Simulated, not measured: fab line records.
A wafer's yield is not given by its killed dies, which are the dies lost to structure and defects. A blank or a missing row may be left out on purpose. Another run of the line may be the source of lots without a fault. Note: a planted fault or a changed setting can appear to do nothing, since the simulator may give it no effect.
Which tool is to blame? || flow gf180mcu || Sampling: 24 lots, 72 wafers, 4 of 602 route steps

## WHAT EACH GAUGE READ, for each wafer
GF_V1_BOW_MEAS_05.
{"lot": "L074", "measured": "day 17 14:13", "on": "filmMetro-04", "V1_BOW (um)": "95 84 87"}
{"lot": "L075", "measured": "day 17 20:47", "on": "filmMetro-03", "V1_BOW (um)": "94 95 81"}
{"lot": "L076", "measured": "day 18 01:51", "on": "filmMetro-04", "V1_BOW (um)": "84 68 83"}
{"lot": "L077", "measured": "day 18 22:36", "on": "filmMetro-02", "V1_BOW (um)": "84 81 85"}
{"lot": "L078", "measured": "day 19 08:04", "on": "filmMetro-03", "V1_BOW (um)": "82 83 93"}
{"lot": "L079", "measured": "day 19 20:13", "on": "filmMetro-04", "V1_BOW (um)": "81 74 77"}
{"lot": "L080", "measured": "day 20 05:22", "on": "filmMetro-02", "V1_BOW (um)": "81 71 78"}
{"lot": "L081", "measured": "day 20 17:38", "on": "filmMetro-02", "V1_BOW (um)": "79 73 68"}
{"lot": "L082", "measured": "day 20 17:38", "on": "filmMetro-04", "V1_BOW (um)": "88 84 76"}
{"lot": "L083", "measured": "day 21 00:13", "on": "filmMetro-03", "V1_BOW (um)": "83 72 77"}
{"lot": "L084", "measured": "day 21 18:15", "on": "filmMetro-04", "V1_BOW (um)": "83 64 79"}
{"lot": "L085", "measured": "day 21 21:29", "on": "filmMetro-02", "V1_BOW (um)": "77 89 91"}
{"lot": "L086", "measured": "day 22 07:22", "on": "filmMetro-04", "V1_BOW (um)": "99 99 102"}
{"lot": "L087", "measured": "day 22 14:43", "on": "filmMetro-04", "V1_BOW (um)": "74 83 83"}
{"lot": "L088", "measured": "day 23 00:32", "on": "filmMetro-04", "V1_BOW (um)": "91 89 81"}
{"lot": "L089", "measured": "day 23 06:50", "on": "filmMetro-03", "V1_BOW (um)": "93 97 100"}
{"lot": "L090", "measured": "day 24 03:14", "on": "filmMetro-04", "V1_BOW (um)": "88 85 96"}
{"lot": "L091", "measured": "day 24 03:47", "on": "filmMetro-04", "V1_BOW (um)": "80 72 82"}
{"lot": "L092", "measured": "day 24 06:34", "on": "filmMetro-04", "V1_BOW (um)": "75 75 72"}
{"lot": "L093", "measured": "day 24 12:41", "on": "filmMetro-02", "V1_BOW (um)": "81 85 83"}
{"lot": "L094", "measured": "day 25 01:16", "on": "filmMetro-02", "V1_BOW (um)": "82 82 77"}
{"lot": "L095", "measured": "day 25 06:20", "on": "filmMetro-02", "V1_BOW (um)": "95 84 85"}
{"lot": "L096", "measured": "day 26 01:45", "on": "filmMetro-04", "V1_BOW (um)": "93 77 82"}
{"lot": "L097", "measured": "day 26 03:22", "on": "filmMetro-02", "V1_BOW (um)": "74 77 76"}

GF_M2_CD_MEAS_14: target cd 280 nm.
{"lot": "L074", "measured": "day 19 15:42", "on": "cdSem-02", "cdNm (nm)": "277.9 278.3 280.0"}
{"lot": "L075", "measured": "day 19 21:49", "on": "cdSem-01", "cdNm (nm)": "278.9 278.7 279.5"}
{"lot": "L076", "measured": "day 20 04:08", "on": "cdSem-01", "cdNm (nm)": "278.1 279.1 279.9"}
{"lot": "L077", "measured": "day 20 23:53", "on": "cdSem-01", "cdNm (nm)": "278.8 278.7 280.2"}
{"lot": "L078", "measured": "day 21 11:12", "on": "cdSem-02", "cdNm (nm)": "278.8 279.9 279.7"}
{"lot": "L079", "measured": "day 21 22:36", "on": "cdSem-01", "cdNm (nm)": "280.5 280.0 281.2"}
{"lot": "L080", "measured": "day 22 06:59", "on": "cdSem-01", "cdNm (nm)": "280.6 281.0 280.5"}
{"lot": "L081", "measured": "day 22 19:18", "on": "cdSem-01", "cdNm (nm)": "279.9 279.9 278.4"}
{"lot": "L082", "measured": "day 22 19:30", "on": "cdSem-02", "cdNm (nm)": "279.0 278.8 279.5"}
{"lot": "L083", "measured": "day 23 01:56", "on": "cdSem-02", "cdNm (nm)": "279.4 280.6 279.4"}
{"lot": "L084", "measured": "day 23 17:56", "on": "cdSem-02", "cdNm (nm)": "281.2 281.8 283.2"}
{"lot": "L085", "measured": "day 23 21:50", "on": "cdSem-02", "cdNm (nm)": "281.1 281.5 280.9"}
{"lot": "L086", "measured": "day 24 06:02", "on": "cdSem-01", "cdNm (nm)": "279.7 279.3 279.6"}
{"lot": "L087", "measured": "day 24 11:35", "on": "cdSem-02", "cdNm (nm)": "277.9 279.5 279.5"}
{"lot": "L088", "measured": "day 24 22:08", "on": "cdSem-01", "cdNm (nm)": "277.8 278.2 277.2"}
{"lot": "L089", "measured": "day 25 05:52", "on": "cdSem-02", "cdNm (nm)": "278.6 277.2 277.8"}
{"lot": "L090", "measured": "day 25 23:48", "on": "cdSem-01", "cdNm (nm)": "279.0 278.8 277.8"}
{"lot": "L091", "measured": "day 26 00:43", "on": "cdSem-02", "cdNm (nm)": "277.4 277.8 277.2"}
{"lot": "L092", "measured": "day 26 04:01", "on": "cdSem-02", "cdNm (nm)": "279.0 279.8 279.2"}
{"lot": "L093", "measured": "day 26 08:36", "on": "cdSem-01", "cdNm (nm)": "279.6 278.2 278.9"}
{"lot": "L094", "measured": "day 26 20:53", "on": "cdSem-01", "cdNm (nm)": "281.8 281.1 280.5"}
{"lot": "L095", "measured": "day 27 02:26", "on": "cdSem-02", "cdNm (nm)": "279.2 279.3 279.3"}
{"lot": "L096", "measured": "day 27 21:23", "on": "cdSem-02", "cdNm (nm)": "280.4 279.8 280.8"}
{"lot": "L097", "measured": "day 27 22:35", "on": "cdSem-01", "cdNm (nm)": "279.2 279.2 279.7"}

GF_M2_OVL_MEAS_15.
{"lot": "L074", "measured": "day 19 15:49", "on": "overlay-01", "M2_OVL (nm)": "1 5 0"}
{"lot": "L075", "measured": "day 19 21:56", "on": "overlay-02", "M2_OVL (nm)": "3 5 3"}
{"lot": "L076", "measured": "day 20 04:15", "on": "overlay-01", "M2_OVL (nm)": "-1 -4 3"}
{"lot": "L077", "measured": "day 21 00:00", "on": "overlay-01", "M2_OVL (nm)": "-5 -2 -6"}
{"lot": "L078", "measured": "day 21 11:19", "on": "overlay-02", "M2_OVL (nm)": "2 12 7"}
{"lot": "L079", "measured": "day 21 22:43", "on": "overlay-01", "M2_OVL (nm)": "1 0 2"}
{"lot": "L080", "measured": "day 22 07:05", "on": "overlay-01", "M2_OVL (nm)": "-2 6 6"}
{"lot": "L081", "measured": "day 22 19:24", "on": "overlay-02", "M2_OVL (nm)": "8 -6 7"}
{"lot": "L082", "measured": "day 22 19:37", "on": "overlay-01", "M2_OVL (nm)": "6 5 0"}
{"lot": "L083", "measured": "day 23 02:02", "on": "overlay-02", "M2_OVL (nm)": "-4 1 4"}
{"lot": "L084", "measured": "day 23 18:02", "on": "overlay-02", "M2_OVL (nm)": "20 6 4"}
{"lot": "L085", "measured": "day 23 21:57", "on": "overlay-02", "M2_OVL (nm)": "-3 -4 -7"}
{"lot": "L086", "measured": "day 24 06:09", "on": "overlay-01", "M2_OVL (nm)": "-2 -6 -7"}
{"lot": "L087", "measured": "day 24 11:41", "on": "overlay-02", "M2_OVL (nm)": "-5 -2 -4"}
{"lot": "L088", "measured": "day 24 22:14", "on": "overlay-02", "M2_OVL (nm)": "-1 -10 -6"}
{"lot": "L089", "measured": "day 25 05:59", "on": "overlay-01", "M2_OVL (nm)": "3 1 -1"}
{"lot": "L090", "measured": "day 25 23:53", "on": "overlay-01", "M2_OVL (nm)": "0 2 -2"}
{"lot": "L091", "measured": "day 26 00:50", "on": "overlay-01", "M2_OVL (nm)": "-6 -1 5"}
{"lot": "L092", "measured": "day 26 04:08", "on": "overlay-02", "M2_OVL (nm)": "0 -6 -2"}
{"lot": "L093", "measured": "day 26 08:43", "on": "overlay-01", "M2_OVL (nm)": "-9 -1 -9"}
{"lot": "L094", "measured": "day 26 20:59", "on": "overlay-01", "M2_OVL (nm)": "0 6 1"}
{"lot": "L095", "measured": "day 27 02:32", "on": "overlay-01", "M2_OVL (nm)": "0 10 2"}
{"lot": "L096", "measured": "day 27 21:30", "on": "overlay-01", "M2_OVL (nm)": "14 5 13"}
{"lot": "L097", "measured": "day 27 22:41", "on": "overlay-01", "M2_OVL (nm)": "5 -1 -4"}

## WHAT TOOL EACH LOT RAN ON (gives the tool, then ch and the chambers of the sampled wafers, and finally the start)
{"lot": "L074", "GF_V1_CMP_26": "cmp-02 ch 0,1,2, day 18 15:00"}
{"lot": "L075", "GF_V1_CMP_26": "cmp-02 ch 0,2,3, day 18 22:02"}
{"lot": "L076", "GF_V1_CMP_26": "cmp-01 ch 0,1,2, day 19 03:20"}
{"lot": "L077", "GF_V1_CMP_26": "cmp-01 ch 0,1,2, day 19 23:31"}
{"lot": "L078", "GF_V1_CMP_26": "cmp-01 ch 0,1, day 20 10:17"}
{"lot": "L079", "GF_V1_CMP_26": "cmp-02 ch 1,2,3, day 20 22:13"}
{"lot": "L080", "GF_V1_CMP_26": "cmp-01 ch 0,2, day 21 07:01"}
{"lot": "L081", "GF_V1_CMP_26": "cmp-01 ch 0,1,3, day 21 19:44"}
{"lot": "L082", "GF_V1_CMP_26": "cmp-02 ch 0,3, day 21 19:56"}
{"lot": "L083", "GF_V1_CMP_26": "cmp-01 ch 0,1, day 22 01:36"}
{"lot": "L084", "GF_V1_CMP_26": "cmp-01 ch 0,1, day 22 18:20"}
{"lot": "L085", "GF_V1_CMP_26": "cmp-02 ch 0,2,3, day 22 23:00"}
{"lot": "L086", "GF_V1_CMP_26": "cmp-01 ch 1,2,3, day 23 07:55"}
{"lot": "L087", "GF_V1_CMP_26": "cmp-01 ch 0,1, day 23 14:56"}
{"lot": "L088", "GF_V1_CMP_26": "cmp-01 ch 0,2,3, day 24 00:26"}
{"lot": "L089", "GF_V1_CMP_26": "cmp-02 ch 0,1,3, day 24 06:38"}
{"lot": "L090", "GF_V1_CMP_26": "cmp-02 ch 1,2,3, day 25 02:28"}
{"lot": "L091", "GF_V1_CMP_26": "cmp-02 ch 0,2, day 25 03:19"}
{"lot": "L092", "GF_V1_CMP_26": "cmp-02 ch 1,2,3, day 25 06:43"}
{"lot": "L093", "GF_V1_CMP_26": "cmp-02 ch 0,2, day 25 11:38"}
{"lot": "L094", "GF_V1_CMP_26": "cmp-02 ch 1,3, day 25 23:26"}
{"lot": "L095", "GF_V1_CMP_26": "cmp-01 ch 0,1,2, day 26 04:55"}
{"lot": "L096", "GF_V1_CMP_26": "cmp-02 ch 1,2,3, day 27 00:14"}
{"lot": "L097", "GF_V1_CMP_26": "cmp-01 ch 1,2,3, day 27 01:46"}
- GF_V1_CMP_26: polishes, stops on SiO2, t overpolish 15 s, target thk 0 nm.

## AS READ BY THE TOOLS THEMSELVES (means over the sampled wafers that have a number; for cases with no such wafer, the mark the record gives instead)
GF_V1_CMP_26.
{"lot": "L074", "tool": "cmp-02", "motorCurrentA (A)": 11.7, "overpolishRunS (s)": 14.998, "timeToEndpointS (s)": 83}
{"lot": "L075", "tool": "cmp-02", "motorCurrentA (A)": 11.6, "overpolishRunS (s)": 15.009, "timeToEndpointS (s)": 82}
{"lot": "L076", "tool": "cmp-01", "motorCurrentA (A)": 10.1, "overpolishRunS (s)": 15.008, "timeToEndpointS (s)": 85}
{"lot": "L077", "tool": "cmp-01", "motorCurrentA (A)": 9.9, "overpolishRunS (s)": 15.003, "timeToEndpointS (s)": 86}
{"lot": "L078", "tool": "cmp-01", "motorCurrentA (A)": 10.2, "overpolishRunS (s)": 15.001, "timeToEndpointS (s)": 85}
{"lot": "L079", "tool": "cmp-02", "motorCurrentA (A)": 11.5, "overpolishRunS (s)": 15.007, "timeToEndpointS (s)": 84}
{"lot": "L080", "tool": "cmp-01", "motorCurrentA (A)": 9.6, "overpolishRunS (s)": 14.993, "timeToEndpointS (s)": 88}
{"lot": "L081", "tool": "cmp-01", "motorCurrentA (A)": 10.5, "overpolishRunS (s)": 14.994, "timeToEndpointS (s)": 84}
{"lot": "L082", "tool": "cmp-02", "motorCurrentA (A)": 10.8, "overpolishRunS (s)": 15.005, "timeToEndpointS (s)": 87}
{"lot": "L083", "tool": "cmp-01", "motorCurrentA (A)": 10.0, "overpolishRunS (s)": 14.996, "timeToEndpointS (s)": 89}
{"lot": "L084", "tool": "cmp-01", "motorCurrentA (A)": 10.1, "overpolishRunS (s)": 15.008, "timeToEndpointS (s)": 85}
{"lot": "L085", "tool": "cmp-02", "motorCurrentA (A)": 11.4, "overpolishRunS (s)": 14.992, "timeToEndpointS (s)": 79}
{"lot": "L086", "tool": "cmp-01", "motorCurrentA (A)": 11.1, "overpolishRunS (s)": 15.004, "timeToEndpointS (s)": 83}
{"lot": "L087", "tool": "cmp-01", "motorCurrentA (A)": 10.1, "overpolishRunS (s)": 14.997, "timeToEndpointS (s)": 87}
{"lot": "L088", "tool": "cmp-01", "motorCurrentA (A)": 11.2, "overpolishRunS (s)": 15.002, "timeToEndpointS (s)": 85}
{"lot": "L089", "tool": "cmp-02", "motorCurrentA (A)": 10.3, "overpolishRunS (s)": 14.998, "timeToEndpointS (s)": 86}
{"lot": "L090", "tool": "cmp-02", "motorCurrentA (A)": 11.2, "overpolishRunS (s)": 14.991, "timeToEndpointS (s)": 85}
{"lot": "L091", "tool": "cmp-02", "motorCurrentA (A)": 12.3, "overpolishRunS (s)": 15.004, "timeToEndpointS (s)": 81}
{"lot": "L092", "tool": "cmp-02", "motorCurrentA (A)": 11.4, "overpolishRunS (s)": 15.013, "timeToEndpointS (s)": 85}
{"lot": "L093", "tool": "cmp-02", "motorCurrentA (A)": 12.6, "overpolishRunS (s)": 15.002, "timeToEndpointS (s)": 83}
{"lot": "L094", "tool": "cmp-02", "motorCurrentA (A)": 10.4, "overpolishRunS (s)": 14.993, "timeToEndpointS (s)": 83}
{"lot": "L095", "tool": "cmp-01", "motorCurrentA (A)": 9.7, "overpolishRunS (s)": 15.001, "timeToEndpointS (s)": 85}
{"lot": "L096", "tool": "cmp-02", "motorCurrentA (A)": 11.4, "overpolishRunS (s)": 15.002, "timeToEndpointS (s)": 83}
{"lot": "L097", "tool": "cmp-01", "motorCurrentA (A)": 11.1, "overpolishRunS (s)": 14.994, "timeToEndpointS (s)": 84}

## THE ANSWER, worked out from the rows above alone
Rule: usual is defined by the lots themselves. Put in order of their means at a reading, lots are off if they are a third of the lots or fewer, leave a main group of 4 or more, and stand apart from it by a gap of 3 or more times the standard deviation of the main group's means; of several such gaps the widest counts. The tables above print the reading to a certain number of digits; a main group whose means all agree to those digits is not used. Also off: a lot with no number at a reading for which 4 or more lots have one. Where the step has rows for the other lots, those lots are counted as sound. The gauges are gone through in route order, then the tools' own readings, and for those a lot's mean is taken as printed above. At the first step where some lot is off, the reading lying furthest off is the one used; lots without a number count as furthest.
None of the lots is off at any reading shown; this tells nothing.

## WHAT HAD BEEN PUT IN BY THE SIMULATOR
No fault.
